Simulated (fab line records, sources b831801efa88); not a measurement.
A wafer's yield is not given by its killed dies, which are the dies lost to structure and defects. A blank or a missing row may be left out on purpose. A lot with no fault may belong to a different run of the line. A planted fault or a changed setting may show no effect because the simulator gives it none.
fab line records | flow sky130
[record] lots = 12 | wafers = 36 | last_day = 50
route steps=708 shown METAL4@631 VIA4@642 PASSIVATION@689
lots that met no fault: from a run of the same line without faults
start_h: the number of hours between the record's first day and the start of the first shown wafer of the lot | wait_h: how many hours have passed since the lot's step before this one | " the same as in the row above | L1.1+2: a row that stands for several wafers | - no value, or no start was given | * or withheld: withheld | < > ~ a bound
route shown NAME@n: a module of which the file shows steps, and the number in the route of the first | usual: mean and standard deviation over wafers with no fault | same: alike in all rows | chamber/n: place in a boat | sites: per-site readings | _std_site: standard deviation across them | _edge_site: the outer-site mean with the inner-site mean subtracted | radius_mm: how far each site lies from the wafer's centre | mask NAME#n: copy n | behind: the last tool/chamber to shape the wafer | hold: reason for holding the lot/hours on hold/outcome of the hold | device: the n, p or np transistor that did not switch | end of line: tests of these same wafers at the route's end | a step given without rows: its recipe and nothing more | killed: dies that structure and defects cost at the first sort, which is not the same as the wafer's yield | map: shows each die of a wafer: x if killed, . if not, _ if none is there
set.NAME: the setting the step ran with; set.NAME@STEP: the setting that earlier step ran with | model.NAME: the simulator's own value behind a step, which no gauge read
route steps across a sampled set of lots; one table per step, one row per wafer
services: a tool's chamber out of use, with start hour (start_h, from the record's first day; less than 0 if before it), hours out, and reason
[[steps]]
[step SKY_METAL4_DESCUM_15]
[recipe] chemistry = O2 | source_power_w = 150 | bias_power_w = 0 | pressure_mtorr = 10 | temp_c = 40 | time_s = 8
[usual] chamber_pressure_mTorr = 10.002/0.022 | drypump_motor_current_A = 5.82/0.28 | oes_product_au = 0.999/0.011
[same] bias_power_w = 0
lot.wafer | tool         | chamber | start_h | wait_h | chamber_pressure_mTorr | drypump_motor_current_A | oes_product_au | rf_hours_counter_h
L719.3    | rie_metal-03 | 1       | 1012.01 | 0.0    | 10.013                 | 5.74                    | 0.986          | -
L719.5    | "            | 0       | "       | "      | 10.000                 | 5.53                    | 1.004          | -
L719.6    | "            | 1       | "       | "      | 10.011                 | 5.72                    | 0.991          | -
L722.1    | rie_metal-03 | 0       | 1013.65 | 0.0    | 9.995                  | 5.52                    | 1.009          | 12
L722.3    | "            | 0       | "       | "      | 9.989                  | 5.52                    | 1.005          | -
L722.4    | "            | 1       | "       | "      | 9.997                  | 5.72                    | 0.999          | -
L720.1    | rie_metal-03 | 0       | 1019.35 | 0.0    | 9.993                  | 5.56                    | 1.007          | 12
L720.4    | "            | 0       | "       | "      | 9.990                  | 5.55                    | 1.012          | -
L720.5    | "            | 0       | "       | "      | 10.001                 | 5.54                    | 1.003          | -
L724.3    | rie_metal-03 | 0       | 1025.86 | 0.0    | 9.997                  | 5.51                    | 1.016          | -
L724.5    | "            | 1       | "       | "      | 10.009                 | 5.74                    | 0.996          | -
L724.6    | "            | 0       | "       | "      | 9.998                  | 5.51                    | 1.014          | -
L723.4    | rie_metal-04 | 0       | 1029.91 | 0.0    | 10.000                 | 5.72                    | 0.986          | -
L723.5    | "            | 1       | "       | "      | 10.011                 | 6.02                    | 0.987          | -
L723.6    | "            | 0       | "       | "      | 9.985                  | 5.71                    | 0.998          | -
L725.4    | rie_metal-03 | 0       | 1033.93 | 0.0    | 10.007                 | 5.55                    | 1.011          | -
L725.5    | "            | 0       | "       | "      | 10.007                 | 5.54                    | 1.014          | -
L725.6    | "            | 1       | "       | "      | 9.999                  | 5.73                    | 1.005          | -
L726.3    | rie_metal-04 | 0       | 1040.67 | 0.0    | 10.001                 | 5.70                    | 0.982          | -
L726.4    | "            | 1       | "       | "      | 10.003                 | 6.04                    | 0.988          | -
L726.5    | "            | 0       | "       | "      | 10.007                 | 5.71                    | 0.991          | -
L730.1    | rie_metal-01 | 0       | 1066.75 | 0.0    | 10.005                 | 6.39                    | 1.001          | 10
L730.3    | "            | 1       | "       | "      | 10.004                 | 6.22                    | 1.017          | -
L730.5    | "            | 1       | "       | "      | 9.975                  | 6.23                    | 0.996          | -
L731.3    | rie_metal-01 | 0       | 1069.01 | 0.0    | 9.984                  | 6.40                    | 1.010          | -
L731.4    | "            | 1       | "       | "      | 10.025                 | 6.25                    | 1.009          | -
L731.6    | "            | 1       | "       | "      | 9.999                  | 6.25                    | 1.006          | -
L734.1    | rie_metal-04 | 1       | 1092.60 | 0.0    | 10.004                 | 6.01                    | 0.988          | 21
L734.2    | "            | 0       | "       | "      | 10.016                 | 5.70                    | 0.993          | 15
L734.6    | "            | 0       | "       | "      | 10.007                 | 5.70                    | 0.992          | -
L737.1    | rie_metal-04 | 1       | 1104.45 | 0.0    | 9.999                  | 6.03                    | 0.980          | 22
L737.2    | "            | 0       | "       | "      | 9.999                  | 5.71                    | 0.995          | 15
L737.4    | "            | 1       | "       | "      | 9.996                  | 6.03                    | 0.992          | -
L739.4    | rie_metal-03 | 0       | 1120.03 | 0.0    | 9.988                  | 5.54                    | 1.001          | -
L739.5    | "            | 0       | "       | "      | 10.001                 | 5.53                    | 1.012          | -
L739.6    | "            | 0       | "       | "      | 10.012                 | 5.50                    | 1.007          | -
[step SKY_METAL4_ETCH_16]
[recipe] chemistry = N2/H2 | target = BARC | ion_energy_ev = 200 | bias_w = 100 | pressure_mtorr = 30 | n2_flow_sccm = 100 | h2_flow_sccm = 200 | icp_w = 500 | stop_on = SiO2 | time_s = 85.54 | target_depth_a = 600
[usual] chamber_pressure_mTorr = 30.000/0.029 | drypump_motor_current_A = 5.83/0.28 | oes_product_au = 0.633/0.0046 | throttle_valve_pct = 13.206/0.0091
lot.wafer | tool         | chamber | start_h | wait_h | chamber_pressure_mTorr | drypump_motor_current_A | oes_product_au | rf_hours_counter_h | throttle_valve_pct
L719.3    | rie_metal-03 | 1       | 1012.07 | 0.0    | 30.043                 | 5.76                    | 0.626          | -                  | 13.202
L719.5    | "            | 0       | "       | "      | 30.062                 | 5.54                    | 0.630          | -                  | 13.213
L719.6    | "            | 1       | "       | "      | 30.030                 | 5.73                    | 0.632          | -                  | 13.214
L722.1    | rie_metal-03 | 0       | 1013.68 | 0.0    | 29.980                 | 5.53                    | 0.638          | 12                 | 13.207
L722.3    | "            | 0       | "       | "      | 29.957                 | 5.56                    | 0.632          | -                  | 13.209
L722.4    | "            | 1       | "       | "      | 30.025                 | 5.73                    | 0.631          | -                  | 13.210
L720.1    | rie_metal-03 | 0       | 1019.38 | 0.0    | 30.014                 | 5.52                    | 0.627          | 12                 | 13.203
L720.4    | "            | 0       | "       | "      | 29.927                 | 5.53                    | 0.627          | -                  | 13.214
L720.5    | "            | 0       | "       | "      | 29.968                 | 5.54                    | 0.629          | -                  | 13.194
L724.3    | rie_metal-03 | 0       | 1025.91 | 0.0    | 30.033                 | 5.55                    | 0.634          | -                  | 13.207
L724.5    | "            | 1       | "       | "      | 30.008                 | 5.74                    | 0.627          | -                  | 13.202
L724.6    | "            | 0       | "       | "      | 30.034                 | 5.53                    | 0.631          | -                  | 13.204
L723.4    | rie_metal-04 | 0       | 1029.97 | 0.0    | 29.964                 | 5.74                    | 0.636          | -                  | 13.183
L723.5    | "            | 1       | "       | "      | 29.950                 | 6.02                    | 0.637          | -                  | 13.198
L723.6    | "            | 0       | "       | "      | 30.041                 | 5.74                    | 0.633          | -                  | 13.209
L725.4    | rie_metal-03 | 0       | 1033.98 | 0.0    | 29.987                 | 5.54                    | 0.629          | -                  | 13.210
L725.5    | "            | 0       | "       | "      | 29.961                 | 5.54                    | 0.639          | -                  | 13.190
L725.6    | "            | 1       | "       | "      | 29.999                 | 5.77                    | 0.636          | -                  | 13.207
L726.3    | rie_metal-04 | 0       | 1040.72 | 0.0    | 30.002                 | 5.71                    | 0.631          | -                  | 13.206
L726.4    | "            | 1       | "       | "      | 30.017                 | 6.01                    | 0.630          | -                  | 13.205
L726.5    | "            | 0       | "       | "      | 29.984                 | 5.72                    | 0.635          | -                  | 13.209
L730.1    | rie_metal-01 | 0       | 1066.78 | 0.0    | 30.013                 | 6.40                    | 0.629          | 10                 | 13.213
L730.3    | "            | 1       | "       | "      | 29.994                 | 6.23                    | 0.632          | -                  | 13.198
L730.5    | "            | 1       | "       | "      | 29.983                 | 6.26                    | 0.632          | -                  | 13.205
L731.3    | rie_metal-01 | 0       | 1069.07 | 0.0    | 29.997                 | 6.40                    | 0.636          | -                  | 13.206
L731.4    | "            | 1       | "       | "      | 29.970                 | 6.24                    | 0.631          | -                  | 13.202
L731.6    | "            | 1       | "       | "      | 29.990                 | 6.25                    | 0.641          | -                  | 13.197
L734.1    | rie_metal-04 | 1       | 1092.63 | 0.0    | 30.029                 | 6.00                    | 0.637          | 21                 | 13.184
L734.2    | "            | 0       | "       | "      | 29.930                 | 5.70                    | 0.640          | 15                 | 13.202
L734.6    | "            | 0       | "       | "      | 30.008                 | 5.71                    | 0.634          | -                  | 13.213
L737.1    | rie_metal-04 | 1       | 1104.48 | 0.0    | 29.988                 | 6.04                    | 0.633          | 22                 | 13.194
L737.2    | "            | 0       | "       | "      | 30.023                 | 5.72                    | 0.638          | 15                 | 13.207
L737.4    | "            | 1       | "       | "      | 30.000                 | 6.05                    | 0.634          | -                  | 13.208
L739.4    | rie_metal-03 | 0       | 1120.16 | 0.1    | 30.033                 | 5.54                    | 0.629          | -                  | 13.200
L739.5    | "            | 0       | "       | "      | 30.009                 | 5.48                    | 0.638          | -                  | 13.210
L739.6    | "            | 0       | "       | "      | 30.004                 | 5.52                    | 0.631          | -                  | 13.207
[step SKY_VIA4_BOW_MEAS_03]
[recipe] mode = bow
[usual] VIA4_BOW = 81/8
lot.wafer | tool          | chamber | start_h | wait_h | VIA4_BOW[um]
L719.3    | film_metro-01 | -       | 1013.97 | 0.2    | 80
L719.5    | "             | -       | "       | "      | 81
L719.6    | "             | -       | "       | "      | 85
L722.1    | film_metro-03 | -       | 1016.68 | 0.2    | 81
L722.3    | "             | -       | "       | "      | 77
L722.4    | "             | -       | "       | "      | 71
L720.1    | film_metro-01 | -       | 1020.81 | 0.2    | 88
L720.4    | "             | -       | "       | "      | 82
L720.5    | "             | -       | "       | "      | 81
L724.3    | film_metro-03 | -       | 1027.35 | 0.1    | 79
L724.5    | "             | -       | "       | "      | 89
L724.6    | "             | -       | "       | "      | 92
L723.4    | film_metro-03 | -       | 1031.46 | 0.2    | 64
L723.5    | "             | -       | "       | "      | 72
L723.6    | "             | -       | "       | "      | 88
L725.4    | film_metro-04 | -       | 1035.44 | 0.3    | 82
L725.5    | "             | -       | "       | "      | 84
L725.6    | "             | -       | "       | "      | 79
L726.3    | film_metro-03 | -       | 1042.15 | 0.2    | 81
L726.4    | "             | -       | "       | "      | 75
L726.5    | "             | -       | "       | "      | 78
L730.1    | film_metro-01 | -       | 1068.21 | 0.2    | 91
L730.3    | "             | -       | "       | "      | 89
L730.5    | "             | -       | "       | "      | 79
L731.3    | film_metro-03 | -       | 1070.54 | 0.3    | 75
L731.4    | "             | -       | "       | "      | 78
L731.6    | "             | -       | "       | "      | 71
L734.1    | film_metro-03 | -       | 1095.31 | 0.1    | 82
L734.2    | "             | -       | "       | "      | 73
L734.6    | "             | -       | "       | "      | 86
L737.1    | film_metro-04 | -       | 1105.91 | 0.2    | 79
L737.2    | "             | -       | "       | "      | 67
L737.4    | "             | -       | "       | "      | 80
L739.4    | film_metro-04 | -       | 1121.66 | 0.2    | 87
L739.5    | "             | -       | "       | "      | 84
L739.6    | "             | -       | "       | "      | 78
[step SKY_PASSIVATION_EXPOSE_08]
[recipe] mask_id = NSM | target_cd_nm = 3000 | na = 0.57 | dose_mj = 260
[usual] exposure_dose_mJ_cm2 = 259.97/0.25
lot.wafer | tool             | chamber | start_h | wait_h | mask  | exposure_dose_mJ_cm2
L719.3    | iline_stepper-02 | 0       | 1071.51 | -      | NSM#0 | 259.96
L719.5    | "                | 0       | "       | "      | NSM#0 | 260.18
L719.6    | "                | 0       | "       | "      | NSM#0 | 260.16
L722.1    | iline_stepper-02 | 0       | 1072.55 | -      | NSM#0 | 259.58
L722.3    | "                | 0       | "       | "      | NSM#0 | 259.72
L722.4    | "                | 0       | "       | "      | NSM#0 | 259.25
L720.1    | iline_stepper-02 | 0       | 1076.48 | -      | NSM#0 | 259.89
L720.4    | "                | 0       | "       | "      | NSM#0 | 259.68
L720.5    | "                | 0       | "       | "      | NSM#0 | 259.68
L724.3    | iline_stepper-02 | 0       | 1083.79 | -      | NSM#0 | 278.59
L724.5    | "                | 0       | "       | "      | NSM#0 | 278.65
L724.6    | "                | 0       | "       | "      | NSM#0 | 278.45
L723.4    | iline_stepper-02 | 0       | 1088.31 | -      | NSM#0 | 278.39
L723.5    | "                | 0       | "       | "      | NSM#0 | 278.21
L723.6    | "                | 0       | "       | "      | NSM#0 | 278.40
L725.4    | iline_stepper-02 | 0       | 1096.16 | -      | NSM#0 | 278.04
L725.5    | "                | 0       | "       | "      | NSM#0 | 278.50
L725.6    | "                | 0       | "       | "      | NSM#0 | 278.32
L726.3    | iline_stepper-02 | 0       | 1097.44 | -      | NSM#0 | 277.96
L726.4    | "                | 0       | "       | "      | NSM#0 | 278.42
L726.5    | "                | 0       | "       | "      | NSM#0 | 278.65
L730.1    | iline_stepper-01 | 0       | 1123.72 | -      | NSM#0 | 259.79
L730.3    | "                | 0       | "       | "      | NSM#0 | 260.42
L730.5    | "                | 0       | "       | "      | NSM#0 | 260.21
L731.3    | iline_stepper-01 | 0       | 1126.53 | -      | NSM#0 | 260.29
L731.4    | "                | 0       | "       | "      | NSM#0 | 260.24
L731.6    | "                | 0       | "       | "      | NSM#0 | 260.01
L734.1    | iline_stepper-01 | 0       | 1148.07 | -      | NSM#0 | 259.86
L734.2    | "                | 0       | "       | "      | NSM#0 | 259.85
L734.6    | "                | 0       | "       | "      | NSM#0 | 259.83
L737.1    | iline_stepper-01 | 0       | 1156.58 | -      | NSM#0 | 260.12
L737.2    | "                | 0       | "       | "      | NSM#0 | 259.91
L737.4    | "                | 0       | "       | "      | NSM#0 | 260.35
L739.4    | iline_stepper-01 | 0       | 1171.38 | -      | NSM#0 | 259.97
L739.5    | "                | 0       | "       | "      | NSM#0 | 259.82
L739.6    | "                | 0       | "       | "      | NSM#0 | 259.64
[[services]]
tool             | chamber | start_h | hours | kind
rie_metal-04     | 1       | 993.70  | 12.3  | repair
iline_stepper-02 | -       | 1001.22 | 6.0   | repair
iline_stepper-02 | 0       | 1044.26 | -     | calibration
iline_stepper-02 | -       | 1059.35 | 12.1  | repair
iline_stepper-02 | -       | 1073.68 | 1.7   | pm
rie_metal-03     | 1       | 1114.05 | -     | clean
rie_metal-03     | 1       | 1114.05 | -     | consumable_replace:focus_ring
rie_metal-03     | 1       | 1114.05 | 24.0  | scheduled_down
rie_metal-03     | 1       | 1114.05 | 24.0  | vent_cycle
iline_stepper-01 | -       | 1149.81 | 1.7   | pm
iline_stepper-01 | 0       | 1160.07 | -     | calibration
[[key]]
[first_sign] step = SKY_PASSIVATION_EXPOSE_08 | reading = exposure_dose_mJ_cm2 | direction = up | sigmas = 75 | usual = * | struck = *
effect none on later readings
met_at SKY_PASSIVATION_EXPOSE_08
struck_lots L723,L724,L725,L726
tester_left_out L723,L724,L726
not_acting_at SKY_METAL4_DESCUM_15,SKY_METAL4_ETCH_16,SKY_VIA4_BOW_MEAS_03
onset_between 1076.48 1083.79
[earlier_fault] kind = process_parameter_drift | tool = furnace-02 | chamber = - | onset_h = 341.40 | steps = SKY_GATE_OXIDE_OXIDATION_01 | channel = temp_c | offset = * | shape = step | end_h = 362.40 | acts_in = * | stated = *
[fault] kind = process_parameter_drift | tool = iline_stepper-02 | chamber = - | onset_h = 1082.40 | steps = SKY_PASSIVATION_EXPOSE_08 | channel = dose_mj | offset = 18.407 | shape = step | acts_in = these_recipes_only | stated = 260
// tester_left_out: of these lots the tester's yield and bins aren't shown, on N5 and GAA mostly nor the transistor test; their killed dies are dies lost to structure and defects alone, not to doping, threshold or leakage, so they don't give the yield
